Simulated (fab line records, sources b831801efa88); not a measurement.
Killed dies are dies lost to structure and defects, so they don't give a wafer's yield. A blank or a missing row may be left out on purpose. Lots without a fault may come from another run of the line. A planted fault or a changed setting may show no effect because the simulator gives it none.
One fault seen from 2 desks | flow sky130 | each desk has only its own numbers; what lay behind them comes last

THE TOOL OWNER'S DESK: rie_metal-02
The tool's own readings at SKY_LOCAL_INTERCONNECT_ETCH_13 (etches BARC in N2/H2, stops on SiO2, time 45.9 s, target depth 60 nm): means of the sampled wafers that have a number, for each lot that ran on this tool. A lot is out of limits, marked OUT, if its mean lies more than 4 standard deviations from the usual mean; the brackets give that distance.
Columns: A = drypump_motor_current_A at SKY_LOCAL_INTERCONNECT_ETCH_13, usual 5.54 A; B = oes_product_au at SKY_LOCAL_INTERCONNECT_ETCH_13, usual 0.855 a.u.; C = throttle_valve_pct at SKY_LOCAL_INTERCONNECT_ETCH_13, usual 13.226 %
lot  | first seen here | A    | B     | C
L936 | day 31 08:26    | 5.47 | 0.852 | 13.223
L942 | day 33 06:49    | 5.30 | 0.856 | 13.221
L946 | day 34 20:58    | 5.29 | 0.852 | 13.230
L947 | day 35 01:50    | 5.31 | 0.858 | 13.226
L948 | day 35 10:55    | 5.31 | 0.857 | 13.227
This desk's finding: nothing out of limits on any of the 5 lots.

THE METROLOGY DESK
What the gauges read, lot by lot, whatever tool the lot ran on: means of the sampled wafers that have a number. A lot is out of limits, marked OUT, if its mean lies more than 4 standard deviations from the usual mean; the brackets give that distance.
Columns: A = SD_N_TW at SKY_SD_N_TW_MEAS_12, usual 3965; B = LOCAL_INTERCONNECT_OVL at SKY_LOCAL_INTERCONNECT_OVL_MEAS_12, usual 0 nm; C = CONTACT_OVL at SKY_CONTACT_OVL_MEAS_15, usual 0 nm
lot  | first seen here | A    | B   | C
L936 | day 28 21:44    | 3985 | 0   | 3
L940 | day 30 05:08    | 3947 | -5  | -4
L942 | day 30 22:29    | 3943 | -16 | -2
L945 | day 32 02:44    | 3928 | -6  | -2
L946 | day 32 14:12    | 3961 | 6   | 2
L947 | day 32 18:34    | 3956 | 1   | -8
L948 | day 33 02:54    | 3956 | -3  | 1
L949 | day 33 05:07    | 4011 | 6   | -5
L950 | day 33 14:00    | 3938 | -1  | 6
L953 | day 34 05:49    | 3969 | 4   | -0
L955 | day 35 00:54    | 3971 | 0   | 3
L956 | day 35 09:27    | 3931 | 3   | 0
This desk's finding: nothing out of limits on any of the 12 lots.

PUT TOGETHER
The tool owner's desk saw nothing out of limits.
The metrology desk saw nothing out of limits.

WHAT THE SIMULATOR HAD PUT IN
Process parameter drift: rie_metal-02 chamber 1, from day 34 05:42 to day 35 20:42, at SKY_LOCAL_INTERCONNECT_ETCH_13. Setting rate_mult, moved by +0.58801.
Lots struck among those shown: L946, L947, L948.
